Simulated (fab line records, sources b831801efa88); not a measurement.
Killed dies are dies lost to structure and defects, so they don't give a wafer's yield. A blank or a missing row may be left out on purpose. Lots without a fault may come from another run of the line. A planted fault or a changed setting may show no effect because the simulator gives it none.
Problem report in the 8D (eight disciplines) form, filled by code | flow sky130 | the parts of the form that need people (team, actions taken, sign-off) are left out

1. THE PROBLEM
LDD_HVN_TW at SKY_LDD_HVN_TW_MEAS_10 reads a mean of 1576 on 6 wafers of 2 lots; wafers without a fault read 1444 with a standard deviation of 7.2. That is +18 standard deviations from the usual mean.
First seen on wafer L162.1, day 21 10:43, on film_metro-03. The record holds 42 wafers of 14 lots with a number at this step. Rule for "out", or "out of limits": more than 4 standard deviations from the usual mean. The other wafers with a number count as sound.

2. WHAT IT IS AND WHAT IT IS NOT
question                    | is                     | is not
which readings at this step | LDD_HVN_TW             | -
which lots                  | L162, L164             | L159, L160, L165, L169, L171, L172, L174, L175, L178, L179, L181, L182
which wafers of those lots  | all that have a number | -
read on which gauges        | film_metro-03          | film_metro-01, film_metro-04
when                        | from day 21 10:43      | up to then (6 sound wafers); but 30 sound wafers of L165, L169, L171, L172, L174, L175, L178, L179, L181, L182 came after

3. SUSPECTS, AND WHAT RULES EACH OUT
Counting: a tool at a process step up to the reading stays a suspect if it ran every lot that is out and no sound lot after the first of them.
- the gauge at SKY_LDD_HVN_TW_MEAS_10: ruled out. All the wafers that are out were read on film_metro-03, but those of them that SKY_LDD_HVN_IMPLANT_08 has rows for are out there too, on other tools.
- implanter-04 at SKY_LDD_HVN_IMPLANT_08: ruled out as a lasting fault. Sound lots L175, L181 ran on it after its first lot that is out, L162 (day 21 10:28).
Left after counting: nothing in the record.

4. THE CAUSE (what the simulator had put in)
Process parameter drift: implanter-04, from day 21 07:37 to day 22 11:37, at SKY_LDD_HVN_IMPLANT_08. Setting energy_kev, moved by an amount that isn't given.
Counting ruled it out, wrongly: the rule takes a fault to strike every lot that its tool runs from its start on, and this one did not.

5. THE CHAIN OF EFFECTS, in route order
Each row: a reading whose mean over the struck wafers that have a number lies more than 3 standard deviations from the usual. Only readings for which the record gives a usual standard deviation are gone through. hours: the time from each lot's start at the first step in this table that gives one to its start at this step, as a median over the lots. sigmas: the change in usual standard deviations.
hours | step                   | reading         | usual  | on struck wafers | change  | sigmas
0     | SKY_LDD_HVN_IMPLANT_08 | beam_energy_keV | 60.000 | 86.038           | +26.038 | +99 or more
0     | SKY_LDD_HVN_TW_MEAS_10 | LDD_HVN_TW      | 1444   | 1576             | +132    | +18
The process steps in it:
- SKY_LDD_HVN_IMPLANT_08

6. WHAT WOULD HAVE CAUGHT IT SOONER
In this record the first reading out of limits at a measuring or inspecting step was taken at day 21 10:43, 3 hours after the fault began at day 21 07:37.
The tool's own readings at SKY_LDD_HVN_IMPLANT_08 were out on every struck wafer that the step has a row for (beam_energy_keV): an alarm limit on them would have fired on the first of those.
